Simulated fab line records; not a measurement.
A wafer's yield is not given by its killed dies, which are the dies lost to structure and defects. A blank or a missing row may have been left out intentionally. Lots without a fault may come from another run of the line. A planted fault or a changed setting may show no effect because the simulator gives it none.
What tool caused it? || flow sky130 || 72 wafers from 24 lots sampled at 2 of the route's 708 steps

## WHAT THE GAUGES SHOWED, per wafer
SKY_CAP2M_THK_MEAS_04: measures by xrf. Usual: CAP2M_TIN_THK typically reads 198.3 nm, with standard deviation 2.4.
{"lot": "L074", "measured": "day 39 15:34", "on": "filmMetro-02", "CAP2M_TIN_THK (nm)": "202.9 205.5 204.4", "flag": ""}
{"lot": "L075", "measured": "day 39 18:19", "on": "filmMetro-04", "CAP2M_TIN_THK (nm)": "196.9 197.0 196.2", "flag": ""}
{"lot": "L076", "measured": "day 40 08:55", "on": "filmMetro-03", "CAP2M_TIN_THK (nm)": "197.4 194.8 198.9", "flag": ""}
{"lot": "L077", "measured": "day 40 18:52", "on": "filmMetro-03", "CAP2M_TIN_THK (nm)": "195.6 199.6 200.6", "flag": ""}
{"lot": "L078", "measured": "day 41 01:52", "on": "filmMetro-03", "CAP2M_TIN_THK (nm)": "199.2 202.8 199.2", "flag": ""}
{"lot": "L079", "measured": "day 41 08:23", "on": "filmMetro-04", "CAP2M_TIN_THK (nm)": "197.6 196.3 199.0", "flag": ""}
{"lot": "L080", "measured": "day 41 20:04", "on": "filmMetro-04", "CAP2M_TIN_THK (nm)": "198.2 200.7 198.0", "flag": ""}
{"lot": "L081", "measured": "day 42 00:03", "on": "filmMetro-04", "CAP2M_TIN_THK (nm)": "197.7 195.6 197.2", "flag": ""}
{"lot": "L082", "measured": "day 42 09:05", "on": "filmMetro-04", "CAP2M_TIN_THK (nm)": "196.7 197.7 198.5", "flag": ""}
{"lot": "L083", "measured": "day 42 12:23", "on": "filmMetro-04", "CAP2M_TIN_THK (nm)": "200.1 197.5 200.1", "flag": ""}
{"lot": "L084", "measured": "day 42 18:07", "on": "filmMetro-03", "CAP2M_TIN_THK (nm)": "196.7 196.1 200.1", "flag": ""}
{"lot": "L086", "measured": "day 43 05:41", "on": "filmMetro-02", "CAP2M_TIN_THK (nm)": "195.3 197.6 194.9", "flag": ""}
{"lot": "L085", "measured": "day 43 09:38", "on": "filmMetro-03", "CAP2M_TIN_THK (nm)": "194.3 195.6 196.8", "flag": ""}
{"lot": "L087", "measured": "day 43 12:52", "on": "filmMetro-03", "CAP2M_TIN_THK (nm)": "199.3 199.1 194.1", "flag": ""}
{"lot": "L088", "measured": "day 43 17:37", "on": "filmMetro-03", "CAP2M_TIN_THK (nm)": "201.4 198.6 199.3", "flag": ""}
{"lot": "L089", "measured": "day 44 00:27", "on": "filmMetro-04", "CAP2M_TIN_THK (nm)": "197.0 199.6 198.1", "flag": ""}
{"lot": "L090", "measured": "day 44 02:02", "on": "filmMetro-02", "CAP2M_TIN_THK (nm)": "196.1 200.3 201.2", "flag": ""}
{"lot": "L091", "measured": "day 44 15:28", "on": "filmMetro-04", "CAP2M_TIN_THK (nm)": "199.3 201.5 202.4", "flag": ""}
{"lot": "L092", "measured": "day 44 18:52", "on": "filmMetro-04", "CAP2M_TIN_THK (nm)": "196.7 196.3 195.9", "flag": ""}
{"lot": "L093", "measured": "day 45 03:49", "on": "filmMetro-02", "CAP2M_TIN_THK (nm)": "199.4 196.2 199.3", "flag": ""}
{"lot": "L094", "measured": "day 45 10:38", "on": "filmMetro-03", "CAP2M_TIN_THK (nm)": "195.1 199.6 197.0", "flag": ""}
{"lot": "L095", "measured": "day 45 12:19", "on": "filmMetro-03", "CAP2M_TIN_THK (nm)": "202.4 200.0 198.4", "flag": ""}
{"lot": "L096", "measured": "day 45 20:12", "on": "filmMetro-04", "CAP2M_TIN_THK (nm)": "197.6 193.9 194.7", "flag": ""}
{"lot": "L097", "measured": "day 46 01:07", "on": "filmMetro-04", "CAP2M_TIN_THK (nm)": "198.4 196.0 200.1", "flag": ""}

## EACH LOT AND THE TOOL THAT RAN IT (in order: tool; ch and the chambers of the sampled wafers; start)
{"lot": "L074", "SKY_LI_CONTACT_SPUTTER_19": "pvdSputter-01, day 29 02:11"}
{"lot": "L075", "SKY_LI_CONTACT_SPUTTER_19": "pvdSputter-03, day 29 07:57"}
{"lot": "L076", "SKY_LI_CONTACT_SPUTTER_19": "pvdSputter-04, day 29 19:33"}
{"lot": "L077", "SKY_LI_CONTACT_SPUTTER_19": "pvdSputter-04, day 30 12:12"}
{"lot": "L078", "SKY_LI_CONTACT_SPUTTER_19": "pvdSputter-04, day 30 19:45"}
{"lot": "L079", "SKY_LI_CONTACT_SPUTTER_19": "pvdSputter-01, day 31 01:32"}
{"lot": "L080", "SKY_LI_CONTACT_SPUTTER_19": "pvdSputter-04, day 31 13:09"}
{"lot": "L081", "SKY_LI_CONTACT_SPUTTER_19": "pvdSputter-03, day 31 18:30"}
{"lot": "L082", "SKY_LI_CONTACT_SPUTTER_19": "pvdSputter-03, day 32 02:37"}
{"lot": "L083", "SKY_LI_CONTACT_SPUTTER_19": "pvdSputter-04, day 32 06:25"}
{"lot": "L084", "SKY_LI_CONTACT_SPUTTER_19": "pvdSputter-04, day 32 17:32"}
{"lot": "L086", "SKY_LI_CONTACT_SPUTTER_19": "pvdSputter-03, day 33 04:36"}
{"lot": "L085", "SKY_LI_CONTACT_SPUTTER_19": "pvdSputter-03, day 33 05:18"}
{"lot": "L087", "SKY_LI_CONTACT_SPUTTER_19": "pvdSputter-04, day 33 11:21"}
{"lot": "L088", "SKY_LI_CONTACT_SPUTTER_19": "pvdSputter-04, day 33 17:10"}
{"lot": "L089", "SKY_LI_CONTACT_SPUTTER_19": "pvdSputter-03, day 34 04:13"}
{"lot": "L090", "SKY_LI_CONTACT_SPUTTER_19": "pvdSputter-04, day 34 05:13"}
{"lot": "L091", "SKY_LI_CONTACT_SPUTTER_19": "pvdSputter-03, day 34 20:01"}
{"lot": "L092", "SKY_LI_CONTACT_SPUTTER_19": "pvdSputter-03, day 35 00:12"}
{"lot": "L093", "SKY_LI_CONTACT_SPUTTER_19": "pvdSputter-04, day 35 10:54"}
{"lot": "L094", "SKY_LI_CONTACT_SPUTTER_19": "pvdSputter-01, day 35 16:16"}
{"lot": "L095", "SKY_LI_CONTACT_SPUTTER_19": "pvdSputter-01, day 35 23:21"}
{"lot": "L096", "SKY_LI_CONTACT_SPUTTER_19": "pvdSputter-04, day 36 07:14"}
{"lot": "L097", "SKY_LI_CONTACT_SPUTTER_19": "pvdSputter-04, day 36 12:24"}
- SKY_LI_CONTACT_SPUTTER_19: material Ti, target thk 20 nm, time 106.37 s.

## AS READ BY THE TOOLS THEMSELVES (means over the sampled wafers that have a number; for cases with no such wafer, the mark the record gives instead)
SKY_LI_CONTACT_SPUTTER_19. Usual: throttleValvePct reads 30.1 % (standard deviation 1.3).
{"lot": "L074", "tool": "pvdSputter-01", "throttleValvePct (%)": 30.6, "flag": ""}
{"lot": "L075", "tool": "pvdSputter-03", "throttleValvePct (%)": 30.2, "flag": ""}
{"lot": "L076", "tool": "pvdSputter-04", "throttleValvePct (%)": 30.4, "flag": ""}
{"lot": "L077", "tool": "pvdSputter-04", "throttleValvePct (%)": 30.5, "flag": ""}
{"lot": "L078", "tool": "pvdSputter-04", "throttleValvePct (%)": 29.8, "flag": ""}
{"lot": "L079", "tool": "pvdSputter-01", "throttleValvePct (%)": 30.7, "flag": ""}
{"lot": "L080", "tool": "pvdSputter-04", "throttleValvePct (%)": 30.4, "flag": ""}
{"lot": "L081", "tool": "pvdSputter-03", "throttleValvePct (%)": 29.0, "flag": ""}
{"lot": "L082", "tool": "pvdSputter-03", "throttleValvePct (%)": 30.3, "flag": ""}
{"lot": "L083", "tool": "pvdSputter-04", "throttleValvePct (%)": 29.7, "flag": ""}
{"lot": "L084", "tool": "pvdSputter-04", "throttleValvePct (%)": 30.3, "flag": ""}
{"lot": "L086", "tool": "pvdSputter-03", "throttleValvePct (%)": 30.2, "flag": ""}
{"lot": "L085", "tool": "pvdSputter-03", "throttleValvePct (%)": 30.2, "flag": ""}
{"lot": "L087", "tool": "pvdSputter-04", "throttleValvePct (%)": 31.0, "flag": ""}
{"lot": "L088", "tool": "pvdSputter-04", "throttleValvePct (%)": 30.5, "flag": ""}
{"lot": "L089", "tool": "pvdSputter-03", "throttleValvePct (%)": 29.4, "flag": ""}
{"lot": "L090", "tool": "pvdSputter-04", "throttleValvePct (%)": 30.3, "flag": ""}
{"lot": "L091", "tool": "pvdSputter-03", "throttleValvePct (%)": 28.8, "flag": ""}
{"lot": "L092", "tool": "pvdSputter-03", "throttleValvePct (%)": 30.6, "flag": ""}
{"lot": "L093", "tool": "pvdSputter-04", "throttleValvePct (%)": 30.5, "flag": ""}
{"lot": "L094", "tool": "pvdSputter-01", "throttleValvePct (%)": 30.8, "flag": ""}
{"lot": "L095", "tool": "pvdSputter-01", "throttleValvePct (%)": 30.7, "flag": ""}
{"lot": "L096", "tool": "pvdSputter-04", "throttleValvePct (%)": 30.1, "flag": ""}
{"lot": "L097", "tool": "pvdSputter-04", "throttleValvePct (%)": 30.5, "flag": ""}

## THE ANSWER, worked out from the rows above alone
Rule: a lot counts as off when the mean over its wafers that have a number is more than 3 standard deviations away from the usual mean. Also off: a lot with no number at a reading for which 4 or more lots have one. Any other lot the step has rows for is counted as sound. First the gauges in route order, then the tools' own readings, where a lot's mean is used as printed above. At the first step where some lot is off, the reading lying furthest off is the one used; lots without a number count as furthest.
No lot is off at any reading shown: from this, nothing can be told.

## WHAT THE SIMULATOR HAD PUT IN
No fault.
